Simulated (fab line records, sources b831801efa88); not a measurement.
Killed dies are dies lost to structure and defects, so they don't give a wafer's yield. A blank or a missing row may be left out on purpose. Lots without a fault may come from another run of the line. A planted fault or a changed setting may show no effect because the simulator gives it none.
Which tool did it? | flow gf180mcu | 13 lots, 39 wafers sampled, at 5 steps of a route of 602

WHAT THE GAUGES READ, wafer by wafer
GF_DNWELL_TW_MEAS_09.
lot  | measured    | on            | DNWELL_TW
L724 | day 3 04:56 | film_metro-02 | 1344 1345 1351
L726 | day 3 15:44 | film_metro-04 | 1360 1367 1355
L727 | day 3 21:30 | film_metro-03 | 1331 1340 1345
L730 | day 4 12:59 | film_metro-02 | 1335 1343 1334
L731 | day 4 16:57 | film_metro-03 | 1350 1354 1349
L732 | day 5 00:47 | film_metro-04 | 1357 1353 1354
L733 | day 5 06:24 | film_metro-02 | 1347 1345 1341
L734 | day 5 10:33 | film_metro-04 | 1676 1679 1681
L735 | day 5 16:28 | film_metro-03 | 1674 1665 1682
L736 | day 5 20:04 | film_metro-04 | 1355 1356 1361
L742 | day 7 04:39 | film_metro-03 | 1682 1667 1673
L743 | day 7 09:25 | film_metro-03 | 1335 1344 1343
L744 | day 7 15:48 | film_metro-02 | 1344 1339 1342

GF_V2_BOW_MEAS_05.
lot  | measured     | on            | V2_BOW (um)
L724 | day 19 21:32 | film_metro-02 | 105 99 87
L726 | day 20 17:47 | film_metro-04 | 108 104 96
L727 | day 21 06:56 | film_metro-02 | 105 88 98
L730 | day 22 09:16 | film_metro-02 | 101 109 113
L731 | day 22 16:05 | film_metro-02 | 104 91 109
L732 | day 23 02:01 | film_metro-02 | 89 87 93
L733 | day 23 13:04 | film_metro-01 | 105 94 91
L734 | day 23 20:45 | film_metro-01 | 105 109 118
L735 | day 24 04:14 | film_metro-01 | 116 103 119
L736 | day 24 10:58 | film_metro-02 | 105 108 105
L742 | day 26 02:58 | film_metro-01 | 102 110 98
L743 | day 26 12:02 | film_metro-01 | 95 107 100
L744 | day 26 18:37 | film_metro-01 | 112 110 101

WHICH TOOL RAN EACH LOT (tool, then ch and the chambers of the sampled wafers, then the start)
lot  | GF_DNWELL_IMPLANT_07           | GF_CONTACT_STRIP_18                  | GF_M1_STRIP_17
L724 | implanter-03 ch 0, day 3 04:41 | plasma_asher-03 ch 0,1, day 16 16:57 | plasma_asher-02 ch 1, day 17 17:01
L726 | implanter-01 ch 0, day 3 15:29 | plasma_asher-02 ch 0,1, day 17 09:06 | plasma_asher-01 ch 0,1, day 18 11:05
L727 | implanter-01 ch 0, day 3 21:16 | plasma_asher-02 ch 0,1, day 17 23:22 | plasma_asher-01 ch 1, day 19 01:46
L730 | implanter-03 ch 0, day 4 12:44 | plasma_asher-03 ch 0,1, day 19 01:58 | plasma_asher-03 ch 0,1, day 20 04:33
L731 | implanter-04 ch 0, day 4 16:43 | plasma_asher-03 ch 0,1, day 19 09:56 | plasma_asher-01 ch 0,1, day 20 11:49
L732 | implanter-04 ch 0, day 5 00:32 | plasma_asher-02 ch 0,1, day 19 20:42 | plasma_asher-01 ch 0,1, day 20 22:58
L733 | implanter-03 ch 0, day 5 06:10 | plasma_asher-04 ch 0,1, day 20 08:06 | plasma_asher-02 ch 0, day 21 09:34
L734 | implanter-01 ch 0, day 5 09:59 | plasma_asher-03 ch 0,1, day 20 17:15 | plasma_asher-02 ch 0,1, day 21 18:43
L735 | implanter-04 ch 0, day 5 15:55 | plasma_asher-02 ch 0,1, day 21 02:06 | plasma_asher-03 ch 0,1, day 22 02:59
L736 | implanter-04 ch 0, day 5 19:50 | plasma_asher-04 ch 0,1, day 21 07:20 | plasma_asher-02 ch 0,1, day 22 09:13
L742 | implanter-04 ch 0, day 7 04:05 | plasma_asher-02 ch 0,1, day 23 04:00 | plasma_asher-03 ch 0,1, day 24 03:52
L743 | implanter-04 ch 0, day 7 09:11 | plasma_asher-03 ch 0,1, day 23 13:05 | plasma_asher-03 ch 0,1, day 24 12:33
L744 | implanter-03 ch 0, day 7 15:34 | plasma_asher-04 ch 0,1, day 23 21:40 | plasma_asher-01 ch 1, day 24 20:34
- GF_DNWELL_IMPLANT_07
- GF_CONTACT_STRIP_18: strips in O2/N2.
- GF_M1_STRIP_17: strips in O2/N2.

WHAT THE TOOLS THEMSELVES READ (means of the sampled wafers that have a number; where no wafer has one, the mark that the record gives instead)
GF_DNWELL_IMPLANT_07.
lot  | tool         | beam_on_s (s)
L724 | implanter-03 | 10.24
L726 | implanter-01 | 9.86
L727 | implanter-01 | 10.09
L730 | implanter-03 | 9.86
L731 | implanter-04 | 10.05
L732 | implanter-04 | 9.91
L733 | implanter-03 | 10.13
L734 | implanter-01 | 9.82
L735 | implanter-04 | 10.13
L736 | implanter-04 | 9.71
L742 | implanter-04 | 9.87
L743 | implanter-04 | 10.24
L744 | implanter-03 | 9.79

GF_CONTACT_STRIP_18.
lot  | tool            | drypump_motor_current_A (A) | heater_power_w (W) | oes_product_au (a.u.)
L724 | plasma_asher-03 | 5.7                         | 305                | 0.579
L726 | plasma_asher-02 | 5.9                         | 321                | 0.579
L727 | plasma_asher-02 | 5.8                         | 320                | 0.582
L730 | plasma_asher-03 | 5.6                         | 280                | 0.583
L731 | plasma_asher-03 | 5.7                         | 311                | 0.581
L732 | plasma_asher-02 | 5.9                         | 320                | 0.578
L733 | plasma_asher-04 | 6.6                         | 320                | 0.577
L734 | plasma_asher-03 | 5.6                         | 288                | 0.584
L735 | plasma_asher-02 | 5.9                         | 295                | 0.582
L736 | plasma_asher-04 | 6.6                         | 323                | 0.583
L742 | plasma_asher-02 | 5.8                         | 323                | 0.581
L743 | plasma_asher-03 | 5.7                         | 307                | 0.582
L744 | plasma_asher-04 | 6.6                         | 323                | 0.582

GF_M1_STRIP_17.
lot  | tool            | drypump_motor_current_A (A) | heater_power_w (W) | oes_product_au (a.u.) | strip_time_to_endpoint_s (s)
L724 | plasma_asher-02 | 5.96                        | 275                | 0.536                 | 7.41
L726 | plasma_asher-01 | 5.76                        | 331                | 0.540                 | 7.44
L727 | plasma_asher-01 | 5.97                        | 357                | 0.533                 | 7.36
L730 | plasma_asher-03 | 5.71                        | 307                | 0.538                 | 7.39
L731 | plasma_asher-01 | 5.76                        | 323                | 0.545                 | 7.40
L732 | plasma_asher-01 | 5.54                        | 300                | 0.536                 | 7.41
L733 | plasma_asher-02 | 5.81                        | 346                | 0.537                 | 7.42
L734 | plasma_asher-02 | 5.87                        | 322                | 0.539                 | 7.40
L735 | plasma_asher-03 | 5.56                        | 285                | 0.539                 | 7.35
L736 | plasma_asher-02 | 5.93                        | 302                | 0.540                 | 7.43
L742 | plasma_asher-03 | 5.57                        | 284                | 0.542                 | 7.42
L743 | plasma_asher-03 | 5.57                        | 283                | 0.535                 | 7.38
L744 | plasma_asher-01 | 5.98                        | 354                | 0.536                 | 7.42

THE ANSWER, worked out from the rows above alone
Rule: what is usual is taken from the lots themselves. Put in order of their means at a reading, lots are off if they are a third of the lots or fewer, leave a main group of 4 or more, and stand apart from it by a gap of 3 or more times the standard deviation of the main group's means; of several such gaps the widest counts. A main group whose means are all the same, to the digits that the tables above print for the reading, isn't used. A lot without any number at a reading at which 4 lots or more have one is off too. The other lots that the step has rows for count as sound. The gauges are gone through in route order, then the tools' own readings, and for those a lot's mean is taken as printed above. The first step at which some lot is off is used, and at that step the reading that is off furthest; a lot without a number counts as furthest.
Off: L734, L735, L742, at GF_DNWELL_TW_MEAS_09 (DNWELL_TW). The main group: mean 1347, standard deviation 7.8.
A tool fits if, at a process step before that reading, it ran every lot that is off, and no sound lot after the first of them. The gauges at GF_DNWELL_TW_MEAS_09 are tried like those tools. None of those tried fits.

WHAT THE SIMULATOR HAD PUT IN
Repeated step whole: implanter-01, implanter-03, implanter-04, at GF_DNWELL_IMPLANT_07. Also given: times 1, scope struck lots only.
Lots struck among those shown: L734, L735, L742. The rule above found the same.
